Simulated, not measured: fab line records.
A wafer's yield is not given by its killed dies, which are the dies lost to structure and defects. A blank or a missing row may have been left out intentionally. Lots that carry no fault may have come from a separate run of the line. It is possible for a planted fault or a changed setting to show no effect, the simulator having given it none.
What tool caused it? / flow sky130 / 14 lots, 42 wafers sampled, at 1 step of a route of 708

WHAT EACH GAUGE READ, for each wafer
SKY_SONOS_ONO_THK_MEAS_01.
lot=L333; measured=day 12 21:44; on=film metro-02; SONOS_ONO_OXIDATION_THK (nm)=2.68 2.70 2.73
lot=L337; measured=day 13 11:52; on=film metro-04; SONOS_ONO_OXIDATION_THK (nm)=2.71 2.72 2.73
lot=L336; measured=day 13 11:52; on=film metro-02; SONOS_ONO_OXIDATION_THK (nm)=2.62 2.67 2.72
lot=L339; measured=day 13 11:56; on=film metro-02; SONOS_ONO_OXIDATION_THK (nm)=2.62 2.63 2.65
lot=L340; measured=day 13 15:19; on=film metro-04; SONOS_ONO_OXIDATION_THK (nm)=2.65 2.58 2.64
lot=L341; measured=day 13 15:20; on=film metro-02; SONOS_ONO_OXIDATION_THK (nm)=2.68 2.66 2.70
lot=L346; measured=day 19 19:28; on=film metro-04; SONOS_ONO_OXIDATION_THK (nm)=2.59 2.59 2.56
lot=L351; measured=day 20 11:52; on=film metro-04; SONOS_ONO_OXIDATION_THK (nm)=2.59 2.64 2.52
lot=L350; measured=day 20 12:16; on=film metro-01; SONOS_ONO_OXIDATION_THK (nm)=2.61 2.61 2.61
lot=L352; measured=day 20 13:37; on=film metro-04; SONOS_ONO_OXIDATION_THK (nm)=2.67 2.64 2.63
lot=L348; measured=day 20 15:53; on=film metro-02; SONOS_ONO_OXIDATION_THK (nm)=2.61 2.56 2.60
lot=L353; measured=day 20 16:29; on=film metro-02; SONOS_ONO_OXIDATION_THK (nm)=2.66 2.62 2.61
lot=L355; measured=day 20 17:14; on=film metro-02; SONOS_ONO_OXIDATION_THK (nm)=2.57 2.54 2.61
lot=L354; measured=day 20 19:57; on=film metro-01; SONOS_ONO_OXIDATION_THK (nm)=2.68 2.65 2.67

WHICH TOOL RAN EACH LOT (tool, then ch and the chambers of the sampled wafers, then the start)
The record holds no process step before these readings.

WHAT THE TOOLS THEMSELVES READ (means of the sampled wafers that have a number; where no wafer has one, the mark that the record gives instead)
The record holds no such reading with a usual standard deviation.

THE ANSWER, worked out from the rows above alone
Rule: usual is defined by the lots themselves. The widest of any qualifying gaps counts: lots, ordered by their means at a reading, are off when they make up no more than a third of the lots, leave a main group of 4 or more, and stand apart from it by 3 or more times the standard deviation of that group's means. A main group is skipped when, at the precision printed for the reading in the tables above, its means are all equal. Also off: a lot with no number at a reading for which 4 or more lots have one. Any other lot the step has rows for is counted as sound. After the gauges, taken in route order, come the tools' own readings; for these a lot's mean is taken, as printed above. At the first step where some lot is off, the reading lying furthest off is the one used; lots without a number count as furthest.
No lot is off on any of the readings shown, so nothing can be concluded from this.

WHAT THE SIMULATOR HAD PUT IN
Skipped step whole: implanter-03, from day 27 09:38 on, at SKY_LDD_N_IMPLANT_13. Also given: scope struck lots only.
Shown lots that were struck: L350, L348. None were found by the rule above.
